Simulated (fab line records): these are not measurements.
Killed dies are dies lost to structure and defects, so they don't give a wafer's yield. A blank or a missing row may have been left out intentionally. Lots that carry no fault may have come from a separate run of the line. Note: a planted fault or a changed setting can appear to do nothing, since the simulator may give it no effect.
A lot that was struck, set against a sound lot | flow sky130 | 21 steps out of a route of 708
Sound: these wafers, L984.1, L984.4, L984.5. Struck: wafer L990.1 (left out: L990.4, a lot-mate that was not struck); the cause follows at the end.
For every step that has rows: the tool of each side, followed by ch and its chambers, followed by its first start. Under that, the readings that differ: sound wafers | struck wafers | difference of the means | sigmas: that difference in standard deviations of wafers without a fault.
alike: same words and numbers on both sides, and readings whose means sit less than 2 such deviations apart. not compared: any withheld reading, any reading some wafer has no value for, any bound like >300 that may hide the same value, and any number with overlapping values for which the record gives no deviation.
The two part at a step that has a row with sigmas, a row that says differs or no value, or rows on one side only. Non-overlapping numbers with no deviation appear without sigmas and do not part them. A reading missing from all wafers of one side parts the sides only when that side holds two or more wafers.

first, 1 step without rows for these wafers: SKY_RES_XHIGH_IMPLANT_07.
SKY_RES_XHIGH_STRIP_08: strips in O2/N2.
  sound on plasma_asher-02 ch 0, day 27 15:28; struck on plasma_asher-02 ch 1, day 29 09:14
  alike: drypump_motor_current_A, oes_product_au, strip_time_to_endpoint_s
  not compared: rf_hours_counter_h
SKY_RES_XHIGH_TW_MEAS_09:
  sound: film_metro-01 at day 27 15:34; struck: film_metro-01 at day 29 09:20
  alike: RES_XHIGH_TW
then, 7 steps without rows for these wafers: SKY_SD_N_DEHYDRATE_00 (time 60 s); SKY_SD_N_HMDS_01 (prime time 60 s); SKY_SD_N_COAT_02 (resist thk 1140 nm); SKY_SD_N_SOFTBAKE_03 (time 60 s); SKY_SD_N_EXPOSE_04 (exposes mask NSDM, target cd 380 nm); SKY_SD_N_PEB_05; SKY_SD_N_DEVELOP_06 (develop time 60 s).
SKY_SD_N_CD_MEAS_07: the cd target is 380 nm.
  sound: cd_sem-02 at day 28 20:34; struck: cd_sem-02 at day 30 13:14
  alike: cd_nm
SKY_SD_N_OVL_MEAS_08:
  sound: overlay-01 at day 28 20:41; struck: overlay-01 at day 30 13:22
  alike: SD_N_OVL
SKY_SD_N_IMPLANT_09:
  sound on implanter-02 ch 0, day 28 20:44; struck on implanter-02 ch 0, day 30 13:24
  alike: tilt_deg
following that, these wafers have no rows for 1 step: SKY_SD_N_IMPLANT_10.
SKY_SD_N_STRIP_11: strips in O2/N2.
  sound on plasma_asher-03 ch 1, day 28 21:02; struck on plasma_asher-03 ch 0, day 30 13:42
  reading                      | sound             | struck | difference | sigmas
  strip_time_to_endpoint_s (s) | 22.52 22.49 22.53 | 21.96  | -0.55      | -12
  alike: drypump_motor_current_A, oes_product_au
  not compared: rf_hours_counter_h
SKY_SD_N_TW_MEAS_12:
  sound: film_metro-01 at day 28 21:08; struck: film_metro-02 at day 30 13:48
  alike: SD_N_TW
then, 1 step without rows for these wafers: SKY_SD_N_CLEAN_13 (cleans in SC1/SC2, time 150 s).
SKY_SD_N_RTA_14: time 2 s.
  sound on rtp_anneal-02 ch 0, day 28 21:14; struck on rtp_anneal-01 ch 0, day 30 13:55
  alike: lamp_power_pct, ramp_down_c_per_s, wafer_temp_C_max
SKY_SD_N_RS_MEAS_16: uses a four-point probe to measure.
  sound: film_metro-04 at day 28 21:25; struck: film_metro-01 at day 30 14:26
  reading          | sound             | struck | difference | sigmas
  SD_N_RS (ohm/sq) | 68.60 68.47 68.38 | 70.14  | +1.66      | +14
  not compared: hold
SKY_SD_N_RS_MEAS_17: uses a four-point probe to measure.
  sound: film_metro-04 at day 28 21:32; struck: film_metro-01 at day 30 18:06
  reading | sound | struck                   | difference                   | sigmas
  hold    | - - - | await_dispo/3.5h/release | no value on the sound wafers |
  alike: SD_P_RS
-- a jump in the record: the struck wafers' starts before and after are 17 days apart (it breaks off in module SD_N and resumes in module PAD_OPEN, where the first step shown is number 708 of the route) --
SKY_PAD_OPEN_PROBE_99:
  sound: prober-01 at day 46 16:55; struck: prober-01 at day 47 22:43
  reading                            | sound             | struck | difference | sigmas
  killed_at_M0_to_M3                 | 54 46 53          | 37     | -14        | -2
  killed_at_contacts                 | 36 28 30          | 18     | -13        | -2
  killed_dies                        | 105 101 110       | 70     | -35        | -4
  killed_open                        | 58 47 49          | 33     | -18        | -3
  killed_short                       | 46 54 59          | 36     | -17        | -3
  model.etest.res_ndiff_hv.rs_ohm_sq | 116.7 117.3 115.9 | 120.2  | +3.6       |
  model.etest.res_ndiff.rs_ohm_sq    | 122.4 122.2 123   | 127.2  | +4.7       |
  alike: killed_at_M4_up, killed_at_front_end, killed_at_other
  not compared: model.etest.res_ndiff.line_ohm_um

## WHERE THEY PART
At SKY_SD_N_STRIP_11 first; at SKY_PAD_OPEN_PROBE_99 last (within this record only).

WHY: whatever the simulator had introduced
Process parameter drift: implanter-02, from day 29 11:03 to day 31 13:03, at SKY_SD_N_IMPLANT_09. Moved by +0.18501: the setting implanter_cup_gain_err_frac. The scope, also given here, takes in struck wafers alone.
